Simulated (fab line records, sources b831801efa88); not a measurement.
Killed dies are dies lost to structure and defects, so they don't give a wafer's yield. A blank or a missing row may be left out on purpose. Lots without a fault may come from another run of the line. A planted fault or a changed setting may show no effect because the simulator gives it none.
fab line records | flow sky130
record lots=14 wafers=42 last_day=50
route steps=708 shown VT_ADJUST_PCH@152 GATE_OXIDE@194 POLY_CUT@315 RES_XHIGH@340
lots that met no fault: from a run of the same line without faults
start_h: hours from the record's first day to the start of the lot's first wafer shown | wait_h: hours since the lot's step before | " the same as in the row above | L1.1+2: a row that stands for several wafers | - no value, or no start given | * or withheld: withheld | < > ~ a bound
route shown NAME@n: a module of which the file shows steps, and the number in the route of the first | usual: mean/standard deviation of fault-free wafers | same: alike in all rows | chamber/n: place in a boat | sites: the reading at each site | _std_site: their standard deviation | _edge_site: outer sites' mean less inner sites' | radius_mm: how far each site lies from the wafer's centre | mask NAME#n: copy n | behind: the tool/chamber that last shaped the wafer | hold: why the lot was held/for how many hours/how that ended | device: the transistor (n, p or np) that didn't switch | end of line: the same wafers' tests at the end of the route | a step without rows: its recipe alone | killed: dies lost to structure and defects at the first sort, not the wafer's yield | map: a wafer's dies, x killed, . not, _ none there
set.NAME: the setting as run; set.NAME@STEP: as run at that earlier step | model.NAME: the simulator's own value behind a step, which no gauge read
steps of the route over a sample of lots; a table a step, a row a wafer
services: from which hour (start_h, from the record's first day; less than 0 if before it) a tool's chamber was out of use, for how many hours, and why
## steps
# step SKY_VT_ADJUST_PCH_STRIP_09
# recipe chemistry=O2/N2 power_w=1400 pressure_mtorr=1500 platen_temp_c=withheld o2_flow_sccm=3000 n2_flow_sccm=300 overash_fraction=0.5
# usual chamber_pressure_mTorr=1499.9/1.5 drypump_motor_current_A=5.5/0.58 oes_product_au=0.722/0.0045 strip_time_to_endpoint_s=36.92/0.082
# same overash_fraction=0.5
# columns lot.wafer tool chamber start_h wait_h chamber_pressure_mTorr drypump_motor_current_A oes_product_au rf_hours_counter_h strip_time_to_endpoint_s
L856.2 plasma_asher-02 1 229.42 0.1 1501.5 5.0 0.718 43 36.97
L856.3 " 0 " " 1501.6 4.8 0.719 - 36.98
L856.5 " 0 " " 1496.8 4.8 0.716 - 36.96
L857.1 plasma_asher-04 1 236.00 0.1 1500.2 5.0 0.720 11 36.88
L857.2 " 0 " " 1500.7 5.4 0.722 11 36.79
L857.3 " 1 " " 1498.0 5.0 0.720 - 36.94
L858.2 plasma_asher-02 0 242.90 0.1 1499.6 4.8 0.725 44 36.88
L858.3 " 1 " " 1499.4 5.0 0.728 - 36.89
L858.4 " 0 " " 1497.5 4.8 0.721 - 36.87
L860.1 plasma_asher-01 0 255.50 0.1 1499.4 6.2 0.732 58 36.84
L860.2 " 1 " " 1500.3 6.0 0.719 58 36.88
L860.4 " 0 " " 1501.4 6.2 0.713 - 36.91
L862.2 plasma_asher-01 1 272.37 0.1 1499.8 6.0 0.715 60 37.00
L862.3 " 0 " " 1504.0 6.2 0.718 - 36.95
L862.5 " 0 " " 1499.3 6.2 0.719 - 36.88
L861.1 plasma_asher-04 1 272.40 0.1 1499.3 4.9 0.729 14 36.93
L861.2 " 0 " " 1499.1 5.5 0.724 14 36.91
L861.5 " 1 " " 1500.8 5.0 0.724 - 36.87
L864.3 plasma_asher-04 1 284.84 0.1 1495.5 4.9 0.724 - 37.01
L864.5 " 1 " " 1496.3 4.9 0.722 - 36.95
L864.6 " 0 " " 1502.0 5.4 0.718 - 36.93
L866.1 plasma_asher-02 1 305.67 0.1 1499.5 5.0 0.723 51 36.91
L866.2 " 0 " " 1500.5 4.8 0.724 51 36.94
L866.4 " 0 " " 1499.0 4.8 0.720 - 36.98
L867.1 plasma_asher-02 1 316.85 0.1 1499.0 5.0 0.718 52 37.02
L867.2 " 0 " " 1498.2 4.7 0.725 52 36.79
L867.6 " 0 " " 1500.8 4.8 0.724 - 36.93
L868.3 plasma_asher-04 1 318.20 0.1 1500.8 4.9 0.721 - 36.95
L868.4 " 0 " " 1497.0 5.5 0.725 - 37.01
L868.5 " 1 " " 1501.8 4.9 0.720 - 36.99
L874.2 plasma_asher-04 1 367.72 0.1 1499.2 5.0 0.718 24 36.90
L874.3 " 1 " " 1497.8 5.0 0.719 - 36.86
L874.5 " 0 " " 1501.1 5.5 0.724 - 36.91
L875.4 plasma_asher-02 0 374.19 0.1 1502.0 4.8 0.724 - 37.02
L875.5 " 0 " " 1500.3 4.8 0.726 - 36.97
L875.6 " 1 " " 1500.6 5.0 0.724 - 36.95
L878.1 plasma_asher-01 0 389.82 0.1 1498.0 6.2 0.719 72 36.92
L878.3 " 0 " " 1500.5 6.2 0.712 - 36.88
L878.5 " 1 " " 1499.8 6.1 0.722 - 36.90
L879.1 plasma_asher-01 0 404.30 0.1 1502.0 6.2 0.719 73 36.98
L879.2 " 1 " " 1498.6 6.0 0.726 73 36.87
L879.6 " 0 " " 1502.8 6.2 0.721 - 36.91
# step SKY_GATE_OXIDE_EXPOSE_07
# recipe mask_id=LVOM na=0.6 source_shape=conventional sigma_outer=0.6 polarization=unpolarized target_cd_nm=600 dose_mj=170
# usual exposure_dose_mJ_cm2=169.98/0.16 focus_offset_nm=0.0/0.56
# columns lot.wafer tool chamber start_h wait_h mask exposure_dose_mJ_cm2 focus_offset_nm
L856.2 iline_stepper-01 0 310.70 - LVOM#0 169.67 0.0
L856.3 " 0 " " LVOM#0 169.97 0.3
L856.5 " 0 " " LVOM#0 169.79 -0.5
L857.1 iline_stepper-02 0 310.93 - LVOM#0 169.90 0.8
L857.2 " 0 " " LVOM#0 169.95 -0.3
L857.3 " 0 " " LVOM#0 170.17 -0.3
L858.2 iline_stepper-01 0 315.02 - LVOM#0 170.05 0.0
L858.3 " 0 " " LVOM#0 170.03 -0.2
L858.4 " 0 " " LVOM#0 169.97 -0.2
L860.1 iline_stepper-01 0 322.70 - LVOM#0 169.76 -0.5
L860.2 " 0 " " LVOM#0 169.89 -0.6
L860.4 " 0 " " LVOM#0 170.06 0.0
L862.2 iline_stepper-01 0 345.34 - LVOM#0 169.88 0.6
L862.3 " 0 " " LVOM#0 169.99 -0.2
L862.5 " 0 " " LVOM#0 170.13 0.3
L861.1 iline_stepper-02 0 345.73 - LVOM#0 169.99 -0.3
L861.2 " 0 " " LVOM#0 169.70 0.1
L861.5 " 0 " " LVOM#0 169.83 0.0
L864.3 iline_stepper-01 0 357.17 - LVOM#0 169.87 0.8
L864.5 " 0 " " LVOM#0 169.97 0.9
L864.6 " 0 " " LVOM#0 169.86 0.9
L866.1 iline_stepper-01 0 381.54 - LVOM#0 170.04 0.1
L866.2 " 0 " " LVOM#0 170.20 -0.8
L866.4 " 0 " " LVOM#0 170.19 -0.9
L867.1 iline_stepper-01 0 393.02 - LVOM#0 169.65 0.2
L867.2 " 0 " " LVOM#0 169.81 -0.7
L867.6 " 0 " " LVOM#0 169.90 1.0
L868.3 iline_stepper-01 0 398.34 - LVOM#0 170.07 -0.4
L868.4 " 0 " " LVOM#0 169.97 -1.7
L868.5 " 0 " " LVOM#0 169.79 -0.7
L874.2 iline_stepper-01 - 451.26 - LVOM#0 - -
L874.3 " - " " LVOM#0 - -
L874.5 " - " " LVOM#0 - -
L875.4 iline_stepper-02 - 457.82 - LVOM#0 - -
L875.5 " - " " LVOM#0 - -
L875.6 " - " " LVOM#0 - -
L878.1 iline_stepper-02 0 475.18 - LVOM#0 170.03 0.0
L878.3 " 0 " " LVOM#0 169.83 0.2
L878.5 " 0 " " LVOM#0 170.01 -1.1
L879.1 iline_stepper-02 0 489.90 - LVOM#0 170.03 -0.4
L879.2 " 0 " " LVOM#0 170.19 0.1
L879.6 " 0 " " LVOM#0 170.16 0.3
# step SKY_POLY_CUT_CD_MEAS_08
# recipe target_cd_nm=270
# usual cd_nm=270.0/1.5
# columns lot.wafer tool chamber start_h wait_h cd_nm
L856.2 cd_sem-02 - 571.99 - 269.5
L856.3 " - " " 269.1
L856.5 " - " " 270.4
L857.1 cd_sem-02 - 574.70 - 270.5
L857.2 " - " " 271.0
L857.3 " - " " 270.6
L858.2 cd_sem-01 - 580.40 - 269.8
L858.3 " - " " 270.5
L858.4 " - " " 270.8
L860.1 cd_sem-01 - 587.10 - 268.4
L860.2 " - " " 269.5
L860.4 " - " " 271.0
L862.2 cd_sem-02 - 610.15 - 269.3
L862.3 " - " " 268.4
L862.5 " - " " 267.7
L861.1 cd_sem-02 - 612.62 - 273.4
L861.2 " - " " 272.1
L861.5 " - " " 273.2
L864.3 cd_sem-02 - 626.29 - 269.3
L864.5 " - " " 269.9
L864.6 " - " " 268.0
L866.1 cd_sem-01 - 651.40 - 270.7
L866.2 " - " " 270.4
L866.4 " - " " 271.0
L867.1 cd_sem-01 - 662.85 - 268.3
L867.2 " - " " 269.3
L867.6 " - " " 269.4
L868.3 cd_sem-01 - 666.94 - 269.8
L868.4 " - " " 269.7
L868.5 " - " " 270.7
L878.1 cd_sem-02 - 734.20 - 270.8
L878.3 " - " " 270.3
L878.5 " - " " 269.4
L879.1 cd_sem-01 - 747.75 - 270.9
L879.2 " - " " 270.4
L879.6 " - " " 271.7
# step SKY_RES_XHIGH_STRIP_08
# recipe chemistry=O2/N2 power_w=1400 pressure_mtorr=1500 platen_temp_c=withheld o2_flow_sccm=3000 n2_flow_sccm=300 overash_fraction=0.5
# usual chamber_pressure_mTorr=1499.8/1.4 drypump_motor_current_A=5.3/0.52 oes_product_au=0.711/0.0047 strip_time_to_endpoint_s=14.27/0.041
# same overash_fraction=0.5
# columns lot.wafer tool chamber start_h wait_h chamber_pressure_mTorr drypump_motor_current_A oes_product_au rf_hours_counter_h strip_time_to_endpoint_s
L856.2 plasma_asher-02 0 630.85 0.1 1499.3 4.8 0.707 83 14.25
L856.3 " 0 " " 1498.7 4.8 0.714 - 14.23
L856.5 " 0 " " 1499.2 4.8 0.710 - 14.27
L857.1 plasma_asher-04 0 632.97 0.1 1498.7 5.4 0.710 52 14.25
L857.2 " 1 " " 1501.5 4.9 0.720 52 14.25
L857.3 " 1 " " 1500.0 4.9 0.721 - 14.25
L858.2 plasma_asher-01 0 638.22 0.1 1501.0 6.2 0.710 96 14.19
L858.3 " 0 " " 1499.6 6.2 0.716 - 14.28
L858.4 " 1 " " 1501.3 6.0 0.706 - 14.22
L860.1 plasma_asher-01 1 644.80 0.1 1499.6 6.0 0.707 97 14.25
L860.2 " 0 " " 1497.3 6.2 0.704 97 14.28
L860.4 " 0 " " 1500.5 6.2 0.710 - 14.27
L862.2 plasma_asher-02 1 667.92 0.1 1500.9 5.0 0.709 87 14.31
L862.3 " 0 " " 1500.9 4.8 0.707 - 14.26
L862.5 " 0 " " 1497.8 4.8 0.714 - 14.29
L861.1 plasma_asher-04 0 670.03 0.1 1500.0 5.4 0.715 56 14.33
L861.2 " 1 " " 1501.1 4.9 0.715 56 14.33
L861.5 " 0 " " 1500.9 5.5 0.719 - 14.31
L864.3 plasma_asher-02 1 682.56 0.1 1499.1 5.0 0.706 - 14.33
L864.5 " 1 " " 1502.6 5.0 0.719 - 14.29
L864.6 " 0 " " 1499.3 4.8 0.710 - 14.26
L866.1 plasma_asher-04 0 707.35 0.1 1500.7 5.5 0.714 59 14.25
L866.2 " 1 " " 1498.1 4.9 0.707 59 14.27
L866.4 " 1 " " 1499.1 4.9 0.713 - 14.29
L867.1 plasma_asher-04 1 719.90 0.1 1499.0 5.0 0.710 60 14.28
L867.2 " 0 " " 1498.5 5.4 0.705 60 14.31
L867.6 " 1 " " 1502.5 5.0 0.712 - 14.25
L868.3 plasma_asher-02 1 723.45 0.1 1501.7 5.0 0.710 - 14.27
L868.4 " 0 " " 1499.2 4.8 0.710 - 14.27
L868.5 " 0 " " 1498.8 4.8 0.706 - 14.25
L878.1 plasma_asher-04 1 787.93 0.1 1500.4 4.9 0.717 66 14.24
L878.3 " 0 " " 1499.3 5.5 0.716 - 14.25
L878.5 " 0 " " 1498.3 5.5 0.711 - 14.23
L879.1 plasma_asher-02 0 800.70 0.1 1499.0 4.8 0.715 100 14.27
L879.2 " 1 " " 1501.7 5.0 0.709 100 14.31
L879.6 " 1 " " 1501.4 5.0 0.705 - 14.28
## services
# columns tool chamber start_h hours kind
iline_stepper-02 - 208.15 4.4 pm
iline_stepper-01 - 212.60 4.3 pm
plasma_asher-04 - 218.97 2.8 pm
iline_stepper-02 - 251.56 1.7 pm
plasma_asher-01 - 263.81 0.4 repair
plasma_asher-02 - 320.15 2.8 pm
iline_stepper-01 - 324.92 1.7 pm
plasma_asher-02 - 334.47 5.1 repair
iline_stepper-02 - 404.38 10.5 repair
iline_stepper-01 - 467.53 9.9 repair
plasma_asher-01 - 472.60 2.8 pm
iline_stepper-01 - 525.43 2.1 pm
plasma_asher-01 - 529.24 4.1 repair
iline_stepper-01 - 543.10 1.7 pm
iline_stepper-01 - 544.77 8.9 pm
iline_stepper-01 - 574.74 25.6 repair
plasma_asher-02 - 638.98 1.7 repair
plasma_asher-02 - 642.88 3.0 repair
iline_stepper-01 - 647.47 0.7 repair
plasma_asher-01 - 733.75 9.0 pm
plasma_asher-01 - 753.33 0.5 repair
iline_stepper-01 - 761.38 1.7 pm
plasma_asher-04 - 761.79 11.5 repair
iline_stepper-01 - 794.50 5.5 repair
## key
first_sign step=SKY_GATE_OXIDE_EXPOSE_07 reading=tool_record direction=missing
effect none on later readings
met_at SKY_GATE_OXIDE_EXPOSE_07
struck_lots L874,L875
later_rows_left_out L874.2,L874.3,L874.5,L875.4,L875.5,L875.6
sort_left_out L874.2,L874.3,L874.5,L875.4,L875.5,L875.6
tester_left_out L874,L875
not_acting_at SKY_VT_ADJUST_PCH_STRIP_09,SKY_POLY_CUT_CD_MEAS_08,SKY_RES_XHIGH_STRIP_08
onset_between 398.34 451.26
fault kind=skipped_step_whole tool=iline_stepper-01,iline_stepper-02 chamber=- onset_h=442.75 steps=SKY_GATE_OXIDE_EXPOSE_07 scope=struck_lots_only
# tester_left_out: of these lots the tester's yield and bins aren't shown, on N5 and GAA mostly nor the transistor test; their killed dies are dies lost to structure and defects alone, not to doping, threshold or leakage, so they don't give the yield
# sort_left_out: the simulated sort isn't trusted on such a fault, so these wafers' sort isn't shown, and their yield isn't known
# later_rows_left_out: the simulator's readings of these wafers behind a module that went badly wrong aren't trusted and aren't shown, but for the sort
